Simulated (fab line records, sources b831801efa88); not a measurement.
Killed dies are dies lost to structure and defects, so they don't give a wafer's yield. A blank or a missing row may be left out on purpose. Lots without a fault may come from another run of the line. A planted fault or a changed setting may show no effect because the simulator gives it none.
A struck lot beside a sound one | flow gf180mcu | 20 steps out of a route of 602
Sound: wafers L489.1, L489.3, L489.6. Struck: wafer L494.6. (L494.2, L494.5 of the same lot were not struck and are left out.) The cause comes at the end.
At each step with rows: each side's tool, then ch and its chambers, then its first start. Under that, the readings that differ: sound wafers | struck wafers | difference of the means | sigmas: that difference in standard deviations of wafers without a fault.
alike: readings whose means differ by less than 2 such deviations, and words and numbers that are the same on both sides. not compared: withheld readings, readings that some wafer has no value for, bounds like >300 that may hide the same value, and numbers for which the record gives no deviation and whose values overlap.
The two part at a step that has a row with sigmas, a row that says differs or no value, or rows on one side only. Numbers that don't overlap but have no deviation are shown without sigmas and don't part them. A reading that every wafer of one side lacks parts them only if that side has two wafers or more.

first, 1 step without rows for these wafers: GF_DUAL_GATE_WET_ETCH_12 (etches SiO2 in dHF, target depth 13 nm, time 260 s).
GF_DUAL_GATE_STRIP_13: strips in O2/N2.
  sound on plasma_asher-02 ch 0,1, day 9 19:27; struck on plasma_asher-01 ch 0, day 11 03:28
  reading                     | sound       | struck | difference | sigmas
  drypump_motor_current_A (A) | 5.1 5.2 5.2 | 6.2    | +1.0       | +3
  alike: heater_power_w, oes_product_au, strip_time_to_endpoint_s
  not compared: rf_hours_counter_h
then, 3 steps without rows for these wafers: GF_DUAL_GATE_CLEAN_14 (cleans in SC1/SC2, time 150 s); GF_DUAL_GATE_OXIDATION_15 (stabilise 600 s, purge 300 s, target thk 7.098 nm); GF_POLY_GATE_CVD_00 (deposits poly-Si, target thk 200 nm, time 1200 s).
GF_POLY_GATE_THK_MEAS_01:
  sound on film_metro-03, day 10 00:26; struck on film_metro-02, day 11 06:31
  alike: POLY_GATE_CVD_00_THK
then, 6 steps without rows for these wafers: GF_POLY_GATE_DEHYDRATE_02 (time 60 s); GF_POLY_GATE_HMDS_03 (prime time 60 s); GF_POLY_GATE_COAT_04; GF_POLY_GATE_COAT_05 (resist thk 700 nm); GF_POLY_GATE_SOFTBAKE_06 (time 60 s); GF_POLY_GATE_EXPOSE_07 (exposes mask Poly2, target cd 280 nm).
GF_POLY_GATE_PEB_08: peb time 90 s.
  sound on litho_track-04 ch 0, day 10 18:25; struck on litho_track-04 ch 0, day 12 01:24
  reading                  | sound             | struck | difference | sigmas
  heater_power_total_W (W) | 85.77 85.61 85.76 | 92.68  | +6.97      | +83
then, 1 step without rows for these wafers: GF_POLY_GATE_DEVELOP_09 (develop time 60 s).
GF_POLY_GATE_CD_MEAS_10: target cd 280 nm.
  sound on cd_sem-02, day 10 18:46; struck on cd_sem-02, day 12 01:44
  reading    | sound             | struck | difference | sigmas
  cd_nm (nm) | 280.5 279.3 279.4 | 284.5  | +4.8       | +4
GF_POLY_GATE_OVL_MEAS_11:
  sound on overlay-02, day 10 18:53; struck on overlay-02, day 12 01:50
  alike: POLY_GATE_OVL
GF_POLY_GATE_ETCH_12: etches BARC in N2/H2.
  sound on rie_diel-01 ch 1,2,3, day 10 18:55; struck on rie_diel-01 ch 2, day 12 01:52
  reading                    | sound             | struck | difference | sigmas
  model.POLY_GATE.cd_nm (nm) | 278.8 279.1 279.5 | 285.1  | +6.0       |
  alike: drypump_motor_current_A, oes_product_au, throttle_valve_pct
GF_POLY_GATE_ETCH_13: etches poly-Si in HBr/Cl2, stops on SiO2, target depth 198.5 nm, time 69.6 s.
  sound on rie_si-02 ch 0,1,2, day 10 18:58; struck on rie_si-02 ch 2, day 12 01:55
  reading                    | sound                | struck | difference | sigmas
  throttle_valve_pct (%)     | 33.678 33.694 33.684 | 33.662 | -0.023     | -3
  model.POLY_GATE.cd_nm (nm) | 275.7 281 283.2      | 286.2  | +6.2       |
  alike: drypump_motor_current_A, mfc_cl2_sccm, oes_product_au
  not compared: rf_hours_counter_h
GF_POLY_GATE_STRIP_14: strips in O2/N2.
  sound on plasma_asher-02 ch 0,1, day 10 19:02; struck on plasma_asher-02 ch 1, day 12 01:59
  alike: drypump_motor_current_A, heater_power_w, oes_product_au
  not compared: rf_hours_counter_h
-- the record jumps here: 20 days lie between the struck wafers' starts before and after (it left off in module POLY_GATE and takes up again in module PASSIVATION, whose first step shown is number 602 of the route) --
GF_PASSIVATION_PROBE_99:
  the record has rows for the struck wafers here (prober-02, day 31 23:12) and none for the sound ones

WHERE THEY PART
First at GF_DUAL_GATE_STRIP_13; last, within this record, at GF_PASSIVATION_PROBE_99.

WHY: what the simulator had put in
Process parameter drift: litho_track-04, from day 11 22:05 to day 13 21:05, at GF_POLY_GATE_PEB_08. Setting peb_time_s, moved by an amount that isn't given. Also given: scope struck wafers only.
